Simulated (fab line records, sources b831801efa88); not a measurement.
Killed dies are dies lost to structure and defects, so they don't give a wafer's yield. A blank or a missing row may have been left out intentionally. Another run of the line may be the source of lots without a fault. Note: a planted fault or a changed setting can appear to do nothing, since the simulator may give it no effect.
Which tool was responsible? ; flow sky130 ; 38 wafers from 13 lots sampled at 2 of the route's 708 steps

== WHAT THE GAUGES SHOWED, per wafer ==
SKY_VIA3_CD_MEAS_12: target cd 200 nm.
lot;measured;on;cdNm (nm)
L431;day 39 17:05;cdSem-01;201.8 202.2 202.7
L433;day 40 05:10;cdSem-01;202.1 201.6 200.6
L432;day 40 13:42;cdSem-01;199.1 200.0 198.6
L435;day 40 22:22;cdSem-02;201.6 199.1 202.1
L436;day 41 09:58;cdSem-02;200.4 199.8 200.0
L438;day 42 04:23;cdSem-01;201.6 199.6 200.9
L440;day 42 16:50;cdSem-02;154.2 156.6
L447;day 44 08:27;cdSem-02;200.7 199.9 199.6
L448;day 44 23:39;cdSem-02;200.4 201.1 200.8
L449;day 45 10:55;cdSem-01;200.3 200.8 198.7
L452;day 45 15:52;cdSem-02;200.5 201.1 201.1
L453;day 45 21:39;cdSem-02;201.5 202.4 201.7
L454;day 46 01:21;cdSem-02;200.9 201.1 200.3

== TOOL THAT RAN EACH LOT (tool first, then ch and the chambers of the sampled wafers, then the start) ==
lot;SKY_VIA3_EXPOSE_09
L431;krfScanner-01 ch 0, day 39 05:31
L433;krfScanner-02 ch 0, day 39 16:29
L432;krfScanner-02 ch 0, day 40 01:25
L435;krfScanner-02 ch 0, day 40 10:29
L436;krfScanner-01 ch 0, day 40 22:04
L438;krfScanner-02 ch 0, day 41 16:57
L440;krfScanner-01 ch 0, day 42 05:31
L447;krfScanner-02 ch 0, day 43 20:52
L448;krfScanner-01 ch 0, day 44 12:47
L449;krfScanner-02 ch 0, day 44 23:36
L452;krfScanner-01 ch 0, day 45 05:05
L453;krfScanner-01 ch 0, day 45 11:40
L454;krfScanner-02 ch 0, day 45 15:28
- SKY_VIA3_EXPOSE_09: exposes mask VIM3, target cd 200 nm.

== WHAT THE TOOLS THEMSELVES READ (means of the sampled wafers that have a number; where no wafer has one, the mark that the record gives instead) ==
SKY_VIA3_EXPOSE_09.
lot;tool;reticleTempC (C)
L431;krfScanner-01;23.05
L433;krfScanner-02;23.18
L432;krfScanner-02;22.99
L435;krfScanner-02;22.96
L436;krfScanner-01;23.03
L438;krfScanner-02;22.95
L440;krfScanner-01;22.92
L447;krfScanner-02;23.04
L448;krfScanner-01;22.79
L449;krfScanner-02;22.97
L452;krfScanner-01;22.93
L453;krfScanner-01;22.79
L454;krfScanner-02;23.06

== THE ANSWER, worked out from the rows above alone ==
Rule: usual is defined by the lots themselves. Put in order of their means at a reading, lots are off if they are a third of the lots or fewer, leave a main group of 4 or more, and stand apart from it by a gap of 3 or more times the standard deviation of the main group's means; of several such gaps the widest counts. A main group whose means are all the same, to the digits that the tables above print for the reading, isn't used. Also off: a lot with no number at a reading for which 4 or more lots have one. Any other lot the step has rows for is counted as sound. After the gauges, taken in route order, come the tools' own readings; for these a lot's mean is taken, as printed above. The first step at which some lot is off is used, and at that step the reading that is off furthest; a lot without a number counts as furthest.
Off at SKY_VIA3_CD_MEAS_12 (cdNm): L440. For the main group the mean is 200.7 nm and the standard deviation 0.81.
If a tool, at a process step before that reading, ran all the lots that are off and no sound lot after the first of them, it fits. Gauges at SKY_VIA3_CD_MEAS_12: tried the same way as those tools. Not one of the candidates tried fits.

== WHAT THE SIMULATOR HAD PUT IN ==
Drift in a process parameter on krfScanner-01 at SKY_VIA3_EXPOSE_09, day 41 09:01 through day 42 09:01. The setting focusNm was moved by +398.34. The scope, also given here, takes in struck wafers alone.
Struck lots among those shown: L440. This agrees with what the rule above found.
